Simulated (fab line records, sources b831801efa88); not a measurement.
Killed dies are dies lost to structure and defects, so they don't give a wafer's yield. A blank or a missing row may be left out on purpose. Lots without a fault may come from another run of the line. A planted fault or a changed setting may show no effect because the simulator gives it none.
Tool commonality check | flow gf180mcu | 12 lots, 42 wafers sampled

WHY IT WAS OPENED
At GF_VT_IMPLANT_OVL_MEAS_07 the reading VT_IMPLANT_OVL is flagged on 2 of 12 lots. Wafers without a fault read 0.0 nm, standard deviation 1.7.
Rule: a lot is flagged when every wafer of it that has a number lies more than 4 standard deviations from that mean, or none has a number. The other lots count as sound.

lot  | measured     | on         | VT_IMPLANT_OVL (nm), wafer by wafer | flag
L340 | day 5 20:27  | overlay-01 | -0.1 -0.3 -0.8                      |
L341 | day 5 22:32  | overlay-02 | -0.1 1.9 2.3                        |
L342 | day 6 09:50  | overlay-02 | -1.6 -1.1 -1.0                      |
L343 | day 6 15:48  | overlay-02 | 0.6 1.2 -0.3                        |
L344 | day 6 18:40  | overlay-02 | -0.1 -1.0 -2.3                      |
L345 | day 6 21:54  | overlay-02 | 0.6 1.0 -1.2                        |
L346 | day 7 03:54  | overlay-02 | 2.5 0.0 -1.2                        |
L347 | day 7 09:26  | overlay-02 | -1.0 -0.3 -0.6                      |
L348 | day 7 17:54  | overlay-01 | 0.6 0.4 1.5                         |
L351 | day 8 13:23  | overlay-01 | 51.0 50.3 50.6 51.8 50.6 50.9       | FLAGGED
L352 | day 8 17:30  | overlay-02 | 52.3 52.4 52.9 53.2 52.1 53.1       | FLAGGED
L361 | day 11 00:05 | overlay-01 | -2.4 -0.7 0.1                       |
The numbers of the flagged lots are 51.8 nm on average: +51.8 nm against the usual, or +30 standard deviations.

WHICH TOOL RAN EACH LOT
The record holds 1 process step before the reading, out of a route of 602 steps. In each cell: the tool, then ch and the chambers that the sampled wafers went through, then the start.
lot  | flag    | GF_VT_IMPLANT_EXPOSE_04
L340 |         | iline_stepper-01 ch 0, day 5 13:00
L341 |         | iline_stepper-01 ch 0, day 5 15:22
L342 |         | iline_stepper-01 ch 0, day 6 02:03
L343 |         | iline_stepper-02 ch 0, day 6 08:19
L344 |         | iline_stepper-01 ch 0, day 6 11:15
L345 |         | iline_stepper-01 ch 0, day 6 14:29
L346 |         | iline_stepper-01 ch 0, day 6 20:02
L347 |         | iline_stepper-01 ch 0, day 7 02:11
L348 |         | iline_stepper-02 ch 0, day 7 09:44
L351 | FLAGGED | iline_stepper-01 ch 0, day 8 05:28
L352 | FLAGGED | iline_stepper-01 ch 0, day 8 10:04
L361 |         | iline_stepper-02 ch 0, day 10 15:29
What these steps do:
- GF_VT_IMPLANT_EXPOSE_04: exposes mask LVPWELL LV AREA, target cd 600 nm.
- GF_VT_IMPLANT_OVL_MEAS_07

FLAGGED OVER TOTAL, TOOL BY TOOL (the gauges that took the reading come last)
step                      | tool             | lots run | flagged | share of the flagged lots | sound lots run after its first flagged lot
GF_VT_IMPLANT_EXPOSE_04   | iline_stepper-01 | 9        | 2       | all                       | 0
GF_VT_IMPLANT_EXPOSE_04   | iline_stepper-02 | 3        | 0       | none                      | -
GF_VT_IMPLANT_OVL_MEAS_07 | overlay-01       | 4        | 1       | some                      | 1 (L361)
GF_VT_IMPLANT_OVL_MEAS_07 | overlay-02       | 8        | 1       | some                      | 0

WHAT THE TABLE ALLOWS
1 row of the table ran every flagged lot: iline_stepper-01 at GF_VT_IMPLANT_EXPOSE_04.
- iline_stepper-01 at GF_VT_IMPLANT_EXPOSE_04: 2 of its 9 lots flagged. Its last sound lot is L347 (day 7 02:11), its first flagged lot L351 (day 8 05:28): a fault that began between those two fits.
One tool is left: iline_stepper-01 at GF_VT_IMPLANT_EXPOSE_04.

WHAT THE SIMULATOR HAD PUT IN
Scanner matching overlay: iline_stepper-01, from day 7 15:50 on, at GF_VT_IMPLANT_EXPOSE_04. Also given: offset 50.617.
Lots struck among those shown: L351, L352. The rule above found the same.
